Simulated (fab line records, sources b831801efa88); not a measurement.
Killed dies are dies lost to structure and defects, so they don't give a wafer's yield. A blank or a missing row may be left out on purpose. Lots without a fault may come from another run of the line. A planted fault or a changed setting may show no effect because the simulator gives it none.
A struck lot beside a sound one | flow sky130 | 15 steps out of a route of 708
Sound: wafers L369.1, L369.2, L369.6. Struck: wafers L372.2, L372.5, L372.6. The cause comes at the end.
At each step with rows: each side's tool, then ch and its chambers, then its first start. Under that, the readings that differ: sound wafers | struck wafers | difference of the means | sigmas: that difference in standard deviations of wafers without a fault.
alike: readings whose means differ by less than 2 such deviations, and words and numbers that are the same on both sides. not compared: withheld readings, readings that some wafer has no value for, bounds like >300 that may hide the same value, and numbers for which the record gives no deviation and whose values overlap.
The two part at a step that has a row with sigmas, a row that says differs or no value, or rows on one side only. Numbers that don't overlap but have no deviation are shown without sigmas and don't part them. A reading that every wafer of one side lacks parts them only if that side has two wafers or more.

first, 2 steps without rows for these wafers: SKY_LOCAL_INTERCONNECT_CLEAN_17 (cleans in IPA, time 180 s); SKY_LOCAL_INTERCONNECT_CLEAN_18 (cleans in O3/DIW).
SKY_CONTACT_CVD_00: deposits Si3N4, target thk 75 nm.
  sound on pecvd-03 ch 1,2, day 35 11:53; struck on pecvd-01 ch 0,2, day 36 15:37
  alike: heater_power_outer_w, heater_power_w
SKY_CONTACT_THK_MEAS_01:
  sound on film_metro-01, day 35 11:55; struck on film_metro-02, day 36 15:40
  alike: CONTACT_CVD_00_THK
then, 1 step without rows for these wafers: SKY_CONTACT_HDPCVD_02 (deposits SiO2, target thk 565 nm, time 94.2 s).
SKY_CONTACT_THK_MEAS_03:
  sound on film_metro-04, day 35 12:02; struck on film_metro-02, day 36 15:47
  alike: CONTACT_HDPCVD_THK
SKY_CONTACT_CMP_04: polishes SiO2.
  sound on cmp-01 ch 1,3, day 35 12:06; struck on cmp-02 ch 1,2,3, day 36 16:02
  reading                | sound    | struck   | difference | sigmas
  time_to_endpoint_s (s) | 81 74 75 | 82 86 86 | +8         | +2
  alike: motor_current_A
SKY_CONTACT_BOW_MEAS_05:
  sound on film_metro-01, day 35 12:24; struck on film_metro-01, day 36 16:16
  alike: CONTACT_BOW
then, 4 steps without rows for these wafers: SKY_CONTACT_DEHYDRATE_06 (time 60 s); SKY_CONTACT_HMDS_07 (prime time 60 s); SKY_CONTACT_COAT_08 (resist thk 60 nm); SKY_CONTACT_COAT_09 (resist thk 450 nm).
SKY_CONTACT_SOFTBAKE_10: time 90 s.
  sound on litho_track-01 ch 0, day 36 01:00; struck on litho_track-01 ch 0, day 37 05:00
  reading                  | sound              | struck            | difference | sigmas
  heater_power_total_W (W) | 57.49 57.38 57.40  | 56.86 56.80 56.80 | -0.60      | -5
  plate_temp_C (C)         | 99.97 100.03 99.91 | 99.13 99.41 99.33 | -0.68      | -6
then, 1 step without rows for these wafers: SKY_CONTACT_EXPOSE_11 (exposes mask CTM1, target cd 170 nm).
-- the record jumps here: 13 days lie between the struck wafers' starts before and after (it left off in module CONTACT and takes up again in module PAD_OPEN, whose first step shown is number 708 of the route) --
SKY_PAD_OPEN_PROBE_99:
  sound on prober-01, day 49 13:17; struck on prober-02, day 50 08:33
  alike: killed_at_M0_to_M3, killed_at_M4_up, killed_at_contacts, killed_at_front_end, killed_at_other, killed_dies, killed_open, killed_short

WHERE THEY PART
First at SKY_CONTACT_CMP_04; last, within this record, at SKY_CONTACT_SOFTBAKE_10. Later steps at which nothing parts them and some readings are alike: SKY_PAD_OPEN_PROBE_99.

WHY: what the simulator had put in
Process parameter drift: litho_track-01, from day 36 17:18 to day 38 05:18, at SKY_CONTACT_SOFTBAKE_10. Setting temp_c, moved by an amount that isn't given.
